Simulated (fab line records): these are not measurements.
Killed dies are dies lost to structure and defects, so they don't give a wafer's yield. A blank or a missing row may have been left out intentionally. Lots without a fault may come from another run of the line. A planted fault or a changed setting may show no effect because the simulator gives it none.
Problem report, 8D (eight disciplines) form, completed by code -- flow gf180mcu -- the parts of the form that need people (team, actions taken, sign-off) are left out

## 1. WHAT IS WRONG
Mean of oes_product_au at GF_MIM_METAL_ETCH_19: 1.012 a.u. across 6 wafers in 2 lots; on wafers with no fault it is 0.940 a.u. (standard deviation 0.0069). Measured from the usual mean, that is +10 standard deviations.
The step: etches the open film in Cl2/BCl3, stops on Si3N4, target depth 324.5 nm, time 54.1 s.
The first sign was on wafer L476.1 at day 27 09:04, on rie_metal-01. The record holds 33 wafers of 11 lots with a number at this step. By rule, "out" or "out of limits" means more than 4 standard deviations away from the usual mean. The other wafers with a number count as sound.

## 2. WHAT IT IS, AND WHAT IT ISN'T
question,is,is not
which readings at this step,"oes_product_au, throttle_valve_pct",drypump_motor_current_A
which lots,"L476, L477","L472, L484, L485, L486, L487, L488, L489, L490, L493"
which wafers of those lots,all that have a number,-
read on which tools,rie_metal-01,"rie_metal-03, rie_metal-04"
when,from day 27 09:04,"up to then (3 sound wafers); but 24 sound wafers of L484, L485, L486, L487, L488, L489, L490, L493 came after"

## 3. SUSPECTS, AND WHAT RULES EACH OUT
Counting: any tool at a process step up to the reading is kept as a suspect provided that every lot that is out went through it and no sound lot did after the first of them.
- pvd_sputter-01 at GF_M4_SPUTTER_02 (material AlCu, target thk 450 nm, time 23.9 s): ruled out as a lasting fault. The sound lots L485, L488, L493 went through it after L476, its earliest lot that is out (day 24 14:06).
- pvd_sputter-01 at GF_MIM_SPUTTER_07 (material TiN, target thk 60 nm, time 50 s): ruled out as a lasting fault. The sound lots L493 went through it after L476, its earliest lot that is out (day 26 12:39).
- rie_metal-01 at GF_MIM_METAL_ETCH_19 (etches the open film in Cl2/BCl3, stops on Si3N4, target depth 324.5 nm, time 54.1 s): ruled out as a lasting fault. The sound lots L485, L487, L489 went through it after L476, its earliest lot that is out (day 27 09:04).
Left after counting: nothing in the record.

## 4. THE CAUSE (what the simulator had put in)
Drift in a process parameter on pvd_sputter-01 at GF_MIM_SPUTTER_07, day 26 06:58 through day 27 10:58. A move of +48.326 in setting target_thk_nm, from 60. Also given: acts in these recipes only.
Counting ruled it out, wrongly: the rule takes a fault to strike every lot that its tool runs from its start on, and this one did not.

## 5. THE EFFECT CHAIN, in route order
Each row: a reading whose mean over the struck wafers that have a number lies more than 3 standard deviations from the usual. Only readings whose record carries a usual standard deviation are examined. hours: median over the lots of the time between each lot's start at the first step of this table that gives one and its start at this step. sigmas: the change, counted in usual standard deviations.
hours,step,reading,usual,on struck wafers,change,sigmas
0,GF_MIM_METAL_ETCH_19,oes_product_au,0.940 a.u.,1.012,+0.072,+10
0,GF_MIM_METAL_ETCH_19,throttle_valve_pct,28.284 %,28.204,-0.080,-7.3
83,GF_PASSIVATION_PROBE_99,defect_limited_yield,90.6 %,0.0,-90.6,-65
83,GF_PASSIVATION_PROBE_99,killed_at_other,0.1,443.8,+443.7,+99 or more
83,GF_PASSIVATION_PROBE_99,killed_dies,46,492,+446,+66
83,GF_PASSIVATION_PROBE_99,killed_on_rim,9.3,96.0,+86.7,+29
83,GF_PASSIVATION_PROBE_99,sort_bin_3_pad_short,0.5 %,90.8,+90.2,+99 or more
83,GF_PASSIVATION_PROBE_99,sort_n_pass,446,0,-446,-66
83,GF_PASSIVATION_PROBE_99,sort_yield_pct,90.6 %,0.0,-90.6,-65
Its process steps:
- GF_MIM_METAL_ETCH_19: etches the open film in Cl2/BCl3, stops on Si3N4, target depth 324.5 nm, time 54.1 s.
- GF_PASSIVATION_PROBE_99

## 6. WHAT WOULD HAVE CAUGHT IT SOONER
First out-of-limits reading in this record: day 27 09:04, which is 26 hours after fault onset at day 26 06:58.
Of the tool readings at GF_MIM_SPUTTER_07 for which the record gives a usual standard deviation, none was out on any struck wafer, so an alarm limit of 4 standard deviations on them would not have fired.
